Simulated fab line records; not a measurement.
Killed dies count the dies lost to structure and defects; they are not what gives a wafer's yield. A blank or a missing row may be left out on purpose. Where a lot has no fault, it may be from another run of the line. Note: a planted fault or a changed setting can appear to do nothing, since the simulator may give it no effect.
Which of the tools did it?    flow gf180mcu    36 wafers from 12 lots sampled at 5 of the route's 602 steps

== WHAT THE GAUGES SHOWED, per wafer ==
GF_HV_LDD_TW_MEAS_23.
lot   measured      on             HV_LDD_2_TW
L674  day 11 15:29  film metro-04  1052 1053 1054
L677  day 12 15:10  film metro-01  1061 1063 1059
L678  day 12 21:25  film metro-04  1056 1060 1057
L681  day 13 15:58  film metro-04  1057 1058 1060
L682  day 14 00:07  film metro-02  1050 1047 1048
L683  day 14 04:14  film metro-04  1057 1066 1056
L685  day 14 17:14  film metro-02  1051 1046 1048
L686  day 15 02:23  film metro-02  1043 1048 1046
L687  day 15 15:58  film metro-04  1061 1058 1056
L689  day 16 07:13  film metro-04  1062 1067 1066
L695  day 18 05:28  film metro-01  1059 1059 1060
L696  day 18 13:46  film metro-02  1055 1046 1050

GF_HV_LDD_TW_MEAS_38.
lot   measured      on             HV_LDD_3_TW
L674  day 12 11:41  film metro-01  1444 1442 1438
L677  day 13 12:25  film metro-02  1430 1424 1430
L678  day 13 18:40  film metro-02  1431 1430 1429
L681  day 14 13:55  film metro-04  1441 1435 1439
L682  day 14 21:49  film metro-01  1425 1427 1428
L683  day 15 02:52  film metro-02  1422 1420 1425
L685  day 15 16:02  film metro-04  1324 1324 1327 1325 1328 1327
L686  day 16 00:57  film metro-01  1313 1318 1317 1312 1320 1313
L687  day 16 15:19  film metro-01  1311 1319 1318 1321 1321 1312
L689  day 17 07:37  film metro-04  1434 1438 1442
L695  day 19 07:19  film metro-04  1439 1441 1440
L696  day 19 15:16  film metro-02  1425 1417 1427

GF_HV_LDD_OVL_MEAS_47.
lot   measured      on          HV_LDD_03_OVL (nm)
L674  day 13 07:49  overlay-01  -0.1 0.3 -0.5
L677  day 14 09:26  overlay-02  0.2 -0.5 -0.4
L678  day 14 16:04  overlay-02  0.8 -2.5 -0.6
L681  day 15 11:24  overlay-01  1.0 -0.4 -1.6
L682  day 15 19:38  overlay-02  1.2 1.1 0.8
L683  day 16 01:15  overlay-01  0.3 -2.1 0.1
L685  day 16 14:37  overlay-02  -2.3 -0.6 1.4
L686  day 17 00:11  overlay-01  0.5 -0.1 1.8
L687  day 17 14:34  overlay-01  0.2 0.2 0.2
L689  day 18 07:04  overlay-02  -1.5 -0.1 -1.5
L695  day 20 08:15  overlay-02  1.7 -1.2 -1.3
L696  day 20 15:50  overlay-02  -1.1 1.0 -0.1

GF_HV_LDD_RS_MEAS_53: uses a four-point probe to measure.
lot   measured      on             HV_LDD_RS (ohm/sq)
L674  day 13 08:17  film metro-02  417.9 418.0 418.0
L677  day 14 09:54  film metro-02  419.7 418.8 420.7
L678  day 14 16:32  film metro-01  421.2 421.0 420.4
L681  day 15 11:52  film metro-04  419.4 419.9 419.0
L682  day 15 20:06  film metro-04  418.0 418.6 418.7
L683  day 16 01:43  film metro-04  417.6 418.2 418.8
L685  day 16 15:36  film metro-01  438.2 438.3 438.4 438.5 438.5 437.7
L686  day 17 00:40  film metro-02  438.7 437.9 438.2 438.3 438.3 437.8
L687  day 17 15:06  film metro-02  436.5 436.9 436.0 436.2 436.5 436.0
L689  day 18 07:36  film metro-02  419.2 419.6 418.3
L695  day 20 08:43  film metro-01  418.6 419.4 419.3
L696  day 20 16:23  film metro-01  419.9 419.3 420.9

== WHICH TOOL RAN EACH LOT (tool, then ch and the chambers of the sampled wafers, then the start) ==
lot   GF_HV_LDD_IMPLANT_34
L674  implanter-01 ch 0, day 12 11:09
L677  implanter-04 ch 0, day 13 11:52
L678  implanter-03 ch 0, day 13 18:08
L681  implanter-03 ch 0, day 14 13:22
L682  implanter-01 ch 0, day 14 21:16
L683  implanter-01 ch 0, day 15 02:19
L685  implanter-01 ch 0, day 15 15:27
L686  implanter-01 ch 0, day 16 00:25
L687  implanter-01 ch 0, day 16 14:47
L689  implanter-04 ch 0, day 17 07:04
L695  implanter-04 ch 0, day 19 06:46
L696  implanter-03 ch 0, day 19 14:46
- GF_HV_LDD_IMPLANT_34

== AS READ BY THE TOOLS THEMSELVES (means over the sampled wafers that have a number; for cases with no such wafer, the mark the record gives instead) ==
GF_HV_LDD_IMPLANT_34.
lot   tool          dose ions cm2  faraday current uA  rotation deg (degrees)
L674  implanter-01  7.5e+12        41.8                90.012
L677  implanter-04  7.5e+12        43.2                89.992
L678  implanter-03  7.5e+12        42.4                89.996
L681  implanter-03  7.5e+12        42.3                90.011
L682  implanter-01  7.5e+12        42.4                90.007
L683  implanter-01  7.5e+12        43.0                90.013
L685  implanter-01  7.6e+11        4.3                 89.965
L686  implanter-01  7.5e+11        4.3                 90.038
L687  implanter-01  7.5e+11        4.2                 89.960
L689  implanter-04  7.5e+12        43.4                90.020
L695  implanter-04  7.5e+12        42.0                90.005
L696  implanter-03  7.5e+12        43.2                90.009

== THE ANSWER, worked out from the rows above alone ==
Rule: usual is defined by the lots themselves. The widest of any qualifying gaps counts: lots, ordered by their means at a reading, are off when they make up no more than a third of the lots, leave a main group of 4 or more, and stand apart from it by 3 or more times the standard deviation of that group's means. A main group is skipped when, at the precision printed for the reading in the tables above, its means are all equal. A lot without any number at a reading at which 4 lots or more have one is off too. All remaining lots with rows at the step are treated as sound. After the gauges, taken in route order, come the tools' own readings; for these a lot's mean is taken, as printed above. The first step at which some lot is off is used, and at that step the reading that is off furthest; a lot without a number counts as furthest.
Off: L685, L686, L687, seen at GF_HV_LDD_TW_MEAS_38 (HV_LDD_3_TW). Mean 1432 and standard deviation 7.1 in the main group.
If a tool, at a process step before that reading, ran all the lots that are off and no sound lot after the first of them, it fits. Not tried: the gauges at GF_HV_LDD_TW_MEAS_38; whatever is off there is also off at GF_HV_LDD_IMPLANT_34, on other tools, and gauge error can't account for it. One fits: implanter-01 at GF_HV_LDD_IMPLANT_34. A fault onset in the window from L683 (day 15 02:19, its last sound lot) to L685 (day 15 15:27, its first lot off) fits.
The tool's own readings at GF_HV_LDD_IMPLANT_34 bear it out: on the lots that are off they differ by more than 5 times the standard deviation of the sound lots' means. dose ions cm2 reads 7.5e+11 there against 7.5e+12 on the sound lots; faraday current uA reads 4.3 there against 42.6 on the sound lots.

== WHAT THE SIMULATOR HAD INSERTED ==
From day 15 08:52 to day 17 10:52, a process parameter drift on implanter-01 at GF_HV_LDD_IMPLANT_34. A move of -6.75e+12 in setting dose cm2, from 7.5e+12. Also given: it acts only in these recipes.
Shown lots that were struck: L685, L686, L687. The rule above reached the same finding.
